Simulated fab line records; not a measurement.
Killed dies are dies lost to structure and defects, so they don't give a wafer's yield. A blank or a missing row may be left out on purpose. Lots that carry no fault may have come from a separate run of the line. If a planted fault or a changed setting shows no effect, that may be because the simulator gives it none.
fab line records | flow sky130 | part 2 of 2: steps 43 to 43 of 43
record: lots: 6 wafers: 18 last_day: 49
route steps=708 shown POLY_GATE@222 LDD_N@237 LDD_P@255 PAD_OPEN@708
lots that met no fault: from a run of the same line without faults
start_h: the number of hours between the record's first day and the start of the first shown wafer of the lot | wait_h: hours since the lot's step before | " repeats the value in the row above | L1.1+2: a single row standing in for several wafers | - value missing, or start not given | * or withheld: withheld | < > ~ a bound
route shown NAME@n: a module of which the file shows steps, and the number in the route of the first | usual: average and standard deviation across the fault-free wafers | same: alike in all rows | chamber/n: place in a boat | sites: the reading at each site | _std_site: the standard deviation of these | _edge_site: mean of outer sites minus mean of inner sites | radius_mm: for every site, how far away it sits from the centre of the wafer | mask NAME#n: copy n | behind: the most recent tool/chamber to have shaped the wafer | hold: cause of the lot's hold/its duration in hours/its outcome | device: which transistor (n, p or np) failed to switch | end of line: the route-end tests of the same wafers | a step with no rows: only its recipe | killed: count of dies lost to structure and defects at first sort (not the wafer's yield) | map: the dies of a wafer, with x for killed, . for not killed, _ for no die there
set.NAME: the setting that was run; set.NAME@STEP: the one run at that earlier step | model.NAME: the simulator's own value behind a step, which no gauge read
lots at some steps of the route; a table a step, a row a wafer
services: when a tool's chamber went out of use (start_h, in hours from the record's first day, below 0 if earlier), for how many hours, and the reason
== steps ==
step: SKY_PAD_OPEN_PROBE_99
usual: killed_at_M0_to_M3: 44/7.1 killed_at_M4_up: 3.5/2 killed_at_contacts: 24/5.3 killed_at_front_end: 15/4.8 killed_at_other: 0.1/0.35 killed_dies: 86/9.3 killed_open: 47/7.8 killed_short: 39/5.9
same: gross_dies: 492 killed_at_back_side: 0
columns lot.wafer tool chamber start_h wait_h killed_at_M0_to_M3 killed_at_M4_up killed_at_contacts killed_at_front_end killed_at_other killed_dies killed_open killed_short model.etest.diode_nwell_sub.leak_log10_a_cm2 model.etest.diode_dnwell_sub.leak_log10_a_cm2 model.etest.diode_pwell_dnwell.leak_log10_a_cm2 model.etest.diode_ndiff_pwell_hv.leak_log10_a_cm2 model.etest.diode_pdiff_nwell_hv.leak_log10_a_cm2 model.etest.diode_ndiff_pwell.leak_log10_a_cm2 model.etest.diode_pdiff_nwell.leak_log10_a_cm2 model.etest.nfet_16v.off_log10_a_um
L550.1 prober-02 - 1078.98 0.1 44 3 35 10 1 93 53 40 -7.494 -7.25 -7.665 -6.99 -6.669 -7.308 -7.042 -13.77
L550.4 prober-02 - 1079.13 0.2 52 2 24 15 0 93 61 32 -7.251 -7.433 -7.662 -6.559 -6.834 -7.63 -7.142 -13.83
L550.5 prober-02 - 1079.18 0.2 35 4 20 14 0 73 45 28 -7.004 -7.186 -7.301 -6.709 -6.913 -7.294 -7.355 -13.74
L552.1 prober-02 - 1106.41 0.1 36 4 25 23 0 88 46 42 -7.318 -7.227 -7.714 -6.572 -6.658 -7.316 -7.417 -13.94
L552.5 prober-02 - 1106.61 0.2 52 4 23 19 0 98 58 40 -7.299 -7.27 -7.489 -6.541 -7.083 -7.206 -7.495 -13.87
L552.6 prober-02 - 1106.66 0.2 47 2 28 16 1 94 56 38 -7.498 -7.391 -7.5 -7.042 -6.771 -7.354 -7.481 -13.8
L557.1 prober-02 - 1128.07 0.1 43 3 32 13 1 92 52 40 -6.071 -6.015 -6.504 -5.955 -5.831 -6.53 -6.387 -13.08
L557.4 prober-02 - 1128.22 0.2 43 2 13 9 1 68 41 26 -6.042 -5.923 -6.436 -6.034 -5.922 -6.56 -6.559 -13.28
L557.5 prober-02 - 1128.27 0.2 39 3 24 9 0 75 44 31 -5.881 -6.29 -6.319 -5.753 -6.208 -6.487 -6.684 -13.41
L560.1 prober-02 - 1143.35 0.1 48 1 31 8 0 88 57 31 -6.171 -5.861 -6.28 -6.133 -5.892 -6.611 -6.515 -13.36
L560.4 prober-02 - 1143.50 0.2 38 2 20 13 0 73 37 36 -6.18 -5.95 -6.209 -5.755 -5.902 -6.459 -6.778 -13.33
L560.5 prober-02 - 1143.55 0.2 48 6 30 5 0 89 48 41 -5.912 -6.128 -6.302 -5.776 -5.864 -6.559 -6.744 -13.17
L566.3 prober-01 - 1174.53 0.2 47 6 27 17 0 97 65 32 -7.367 -7.092 -7.813 -6.913 -6.388 -7.562 -6.948 -13.69
L566.5 prober-01 - 1174.63 0.2 52 1 21 16 1 91 60 31 -7.374 -7.218 -7.597 -6.708 -6.823 -7.41 -6.878 -13.8
L566.6 prober-01 - 1174.68 0.2 41 5 30 9 0 85 47 38 -7.396 -7.396 -7.511 -6.505 -6.507 -7.364 -7.471 -13.79
L567.3 prober-02 - 1175.36 0.2 48 3 35 8 0 94 59 35 -7.409 -7.322 -7.507 -6.511 -6.285 -7.479 -7.266 -13.86
L567.4 prober-02 - 1175.41 0.2 39 7 19 10 0 75 29 46 -7.134 -7.237 -7.441 -6.854 -6.577 -7.323 -7.26 -13.81
L567.5 prober-02 - 1175.46 0.2 46 6 23 8 0 83 47 36 -7.375 -7.591 -7.345 -7.073 -6.73 -7.557 -7.147 -13.89
killed by level:class
L550.1 CONTACT:geometric_particle:open=15 VIA1:geometric_particle:open=13 METAL2:geometric_particle:short=10 LI_CONTACT:geometric_particle:open=8 LOCAL_INTERCONNECT:geometric_particle:short=7 POLY_GATE:geometric_particle:open=4 METAL1:geometric_particle:short=4 VIA2:geometric_particle:open=4
L550.4 VIA1:geometric_particle:open=14 CONTACT:geometric_particle:open=10 VIA2:geometric_particle:open=9 VIA3:geometric_particle:open=8 METAL2:geometric_particle:short=7 LI_CONTACT:geometric_particle:open=7 POLY_GATE:geometric_particle:open=6 CONTACT:geometric_particle:short=5
L550.5 VIA2:geometric_particle:open=9 LI_CONTACT:geometric_particle:open=8 CONTACT:geometric_particle:open=7 VIA1:geometric_particle:open=7 FIELD_ISO:geometric_particle:open=5 FIELD_ISO:geometric_particle:short=4 POLY_GATE:geometric_particle:short=4 METAL1:geometric_particle:short=4
L552.1 METAL1:geometric_particle:short=9 CONTACT:geometric_particle:open=9 POLY_GATE:geometric_particle:short=6 POLY_GATE:geometric_particle:open=6 LI_CONTACT:geometric_particle:open=6 CONTACT:geometric_particle:short=6 VIA1:geometric_particle:open=5 METAL2:geometric_particle:short=5
L552.5 VIA1:geometric_particle:open=15 VIA2:geometric_particle:open=11 FIELD_ISO:geometric_particle:open=8 LI_CONTACT:geometric_particle:open=8 CONTACT:geometric_particle:short=5 VIA1:geometric_particle:short=5 METAL2:geometric_particle:short=5 VIA3:geometric_particle:open=5
L552.6 VIA1:geometric_particle:open=19 CONTACT:geometric_particle:open=10 LI_CONTACT:geometric_particle:open=7 CONTACT:geometric_particle:short=6 FIELD_ISO:geometric_particle:open=4 POLY_GATE:geometric_particle:open=4 METAL1:geometric_particle:short=4 METAL2:geometric_particle:short=4
L557.1 CONTACT:geometric_particle:open=12 VIA1:geometric_particle:open=9 LI_CONTACT:geometric_particle:open=8 VIA2:geometric_particle:open=7 METAL3:geometric_particle:short=6 FIELD_ISO:geometric_particle:open=5 VIA3:geometric_particle:short=5 LOCAL_INTERCONNECT:geometric_particle:short=5
L557.4 VIA1:geometric_particle:open=13 CONTACT:geometric_particle:open=8 VIA1:geometric_particle:short=5 VIA2:geometric_particle:open=5 VIA3:geometric_particle:open=5 VIA3:geometric_particle:short=4 LI_CONTACT:geometric_particle:open=3 METAL1:geometric_particle:short=3
L557.5 VIA1:geometric_particle:open=10 LI_CONTACT:geometric_particle:open=7 CONTACT:geometric_particle:open=7 VIA3:geometric_particle:open=7 VIA2:geometric_particle:open=5 FIELD_ISO:geometric_particle:short=4 LOCAL_INTERCONNECT:geometric_particle:short=4 METAL1:geometric_particle:short=3
L560.1 CONTACT:geometric_particle:open=19 VIA1:geometric_particle:open=9 VIA2:geometric_particle:short=7 VIA3:geometric_particle:open=7 METAL1:geometric_particle:short=6 LI_CONTACT:geometric_particle:open=4 METAL2:geometric_particle:short=4 METAL2:geometric_particle:open=4
L560.4 CONTACT:geometric_particle:open=8 VIA1:geometric_particle:short=8 VIA1:geometric_particle:open=8 LI_CONTACT:geometric_particle:open=6 METAL1:geometric_particle:short=5 FIELD_ISO:geometric_particle:short=4 FIELD_ISO:geometric_particle:open=3 LOCAL_INTERCONNECT:geometric_particle:short=3
L560.5 CONTACT:geometric_particle:open=14 VIA1:geometric_particle:open=11 CONTACT:geometric_particle:short=7 VIA1:geometric_particle:short=7 VIA3:geometric_particle:open=7 METAL2:geometric_particle:short=6 LI_CONTACT:geometric_particle:short=4 VIA3:geometric_particle:short=4
L566.3 VIA3:geometric_particle:open=13 VIA2:geometric_particle:open=11 LI_CONTACT:geometric_particle:open=11 VIA1:geometric_particle:open=10 CONTACT:geometric_particle:open=7 POLY_GATE:geometric_particle:open=4 LI_CONTACT:geometric_particle:short=4 METAL4:geometric_particle:short=4
L566.5 VIA1:geometric_particle:open=12 VIA3:geometric_particle:open=10 CONTACT:geometric_particle:open=9 VIA2:geometric_particle:open=8 POLY_GATE:geometric_particle:open=6 METAL2:geometric_particle:short=6 LI_CONTACT:geometric_particle:open=5 VIA3:geometric_particle:short=4
L566.6 VIA2:geometric_particle:open=9 CONTACT:geometric_particle:open=9 LI_CONTACT:geometric_particle:open=8 VIA1:geometric_particle:open=7 LOCAL_INTERCONNECT:geometric_particle:short=5 CONTACT:geometric_particle:short=5 VIA3:geometric_particle:open=5 VIA1:geometric_particle:short=4
L567.3 VIA1:geometric_particle:open=15 CONTACT:geometric_particle:open=13 VIA2:geometric_particle:open=10 METAL1:geometric_particle:short=7 VIA3:geometric_particle:open=7 LI_CONTACT:geometric_particle:short=6 LI_CONTACT:geometric_particle:open=5 LOCAL_INTERCONNECT:geometric_particle:short=5
L567.4 METAL1:geometric_particle:short=7 VIA3:geometric_particle:open=7 METAL2:geometric_particle:short=7 METAL4:geometric_particle:short=6 LOCAL_INTERCONNECT:geometric_particle:short=5 FIELD_ISO:geometric_particle:short=4 LI_CONTACT:geometric_particle:open=4 CONTACT:geometric_particle:open=4
L567.5 CONTACT:geometric_particle:open=9 VIA3:geometric_particle:open=9 VIA1:geometric_particle:open=6 METAL1:geometric_particle:short=6 METAL2:geometric_particle:short=5 VIA3:geometric_particle:short=5 LI_CONTACT:geometric_particle:open=4 LI_CONTACT:geometric_particle:short=4
== services ==
columns tool chamber start_h hours kind
plasma_asher-02 - 357.47 2.8 pm
furnace-02 - 379.12 3.2 pm
rie_diel-01 - 396.32 14.6 pm
rie_diel-04 1 407.28 2.9 repair
plasma_asher-04 - 421.25 9.0 pm
rie_si-01 1 421.73 9.4 repair
plasma_asher-02 - 426.38 9.4 repair
rie_si-01 1 450.53 7.7 repair
rie_si-01 - 454.52 0.6 repair
rie_diel-04 2 457.39 4.0 repair
furnace-01 - 459.90 3.2 pm
furnace-02 - 463.57 3.9 pm
rie_diel-04 0 468.40 3.4 repair
rie_diel-04 - 468.91 2.8 pm
plasma_asher-01 - 470.62 7.4 repair
rie_diel-04 3 479.94 - clean
rie_diel-04 3 479.94 19.6 scheduled_down
rie_diel-04 3 479.94 19.6 vent_cycle
furnace-01 - 482.05 3.4 pm
rie_diel-01 3 492.60 2.4 repair
rie_si-02 2 498.13 9.4 repair
rie_diel-04 - 527.20 0.4 repair
rie_diel-01 0 534.99 4.2 repair
furnace-02 - 546.66 3.6 pm
== key ==
first_sign none at tools or gauges
model_effect: step: SKY_PAD_OPEN_PROBE_99 value: etest.diode_nwell_sub.leak_log10_a_cm2 without: -7.342 struck: -6.043
met_at SKY_POLY_GATE_OXIDATION_20
struck_wafers L557.1,L557.4,L557.5,L560.1,L560.4,L560.5
tester_left_out L557,L560
onset_between 377.87 446.40
fault: kind: metallic_contamination_source tool: furnace-02 chamber: - onset_h: 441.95 steps: SKY_POLY_GATE_OXIDATION_20 rate_cm2_per_visit: 9.2892e+11 species: metal_fe_cm2
tester_left_out: of these lots the tester's yield and bins aren't shown, on N5 and GAA mostly nor the transistor test; their killed dies are dies lost to structure and defects alone, not to doping, threshold or leakage, so they don't give the yield
